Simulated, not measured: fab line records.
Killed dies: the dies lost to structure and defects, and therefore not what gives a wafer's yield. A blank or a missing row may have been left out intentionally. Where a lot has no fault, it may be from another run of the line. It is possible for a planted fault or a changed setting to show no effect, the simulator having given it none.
Chamber matching    flow sky130    hdpcvd-01 running SKY_LI_CONTACT_HDPCVD_00: 3 sister chambers
The step deposits PSG, target thk 930 nm, time 155 s. 14 wafers are shown with their chamber, then 7 later ones without.

== EACH WAFER AND ITS CHAMBER ==
wafer   chamber  run_length_s (s)  susceptor_temp_C (C)
L478.3  0        183.0             599.76
L478.4  0        182.9             599.94
L478.5  1        183.5             600.22
L480.1  2        182.6             599.79
L480.5  0        183.3             600.38
L480.6  2        181.7             599.89
L482.1  2        182.1             600.14
L482.4  0        183.0             599.62
L482.5  1        182.7             599.65
L483.1  2        182.8             599.64
L483.2  0        182.8             600.14
L483.6  1        182.7             599.99
L494.2  2        182.0             600.19
L494.3  0        183.6             600.15

SIGNATURES, as means of the wafers listed above
reading           chamber 0  chamber 1  chamber 2  scatter within a chamber
run_length_s      183.100    182.967    182.240    0.391
susceptor_temp_C  599.9983   599.9533   599.9300   0.265
Rule: a wafer lies at a distance from a chamber equal to the root of the sum of squares, over the readings, of (its reading less the chamber's mean, divided by the reading's scatter). If the next closest chamber is less than 2 further off than the closest, the wafer can't be placed; otherwise it belongs to the closest. How the scatter is found: for the shown wafers, subtract from each reading the mean of its chamber, square and add these, divide the total by (wafers less chambers), then take the root.

== WAFERS MISSING THEIR CHAMBER ==
wafer   run_length_s (s)  susceptor_temp_C (C)
L494.4  183.5             599.64
L499.1  182.9             599.62
L499.4  183.2             599.92
L499.6  182.9             600.24
L501.1  182.9             600.00
L501.2  182.7             599.85
L501.4  182.1             599.31

== THE CHAMBER EACH PASSED THROUGH ==
wafer   from the rows above           in truth
L494.4  can't be placed: 0 or 1 or 2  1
L499.1  can't be placed: 1 or 0 or 2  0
L499.4  can't be placed: 0 or 1       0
L499.6  can't be placed: 0 or 1 or 2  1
L501.1  can't be placed: 1 or 0 or 2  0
L501.2  can't be placed: 1 or 0 or 2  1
L501.4  can't be placed: 2 or 1 or 0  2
Correctly placed: 0 of 7. Unplaceable from these rows: 7, with the true chamber sitting among the candidates in 7. Wrongly placed: 0.
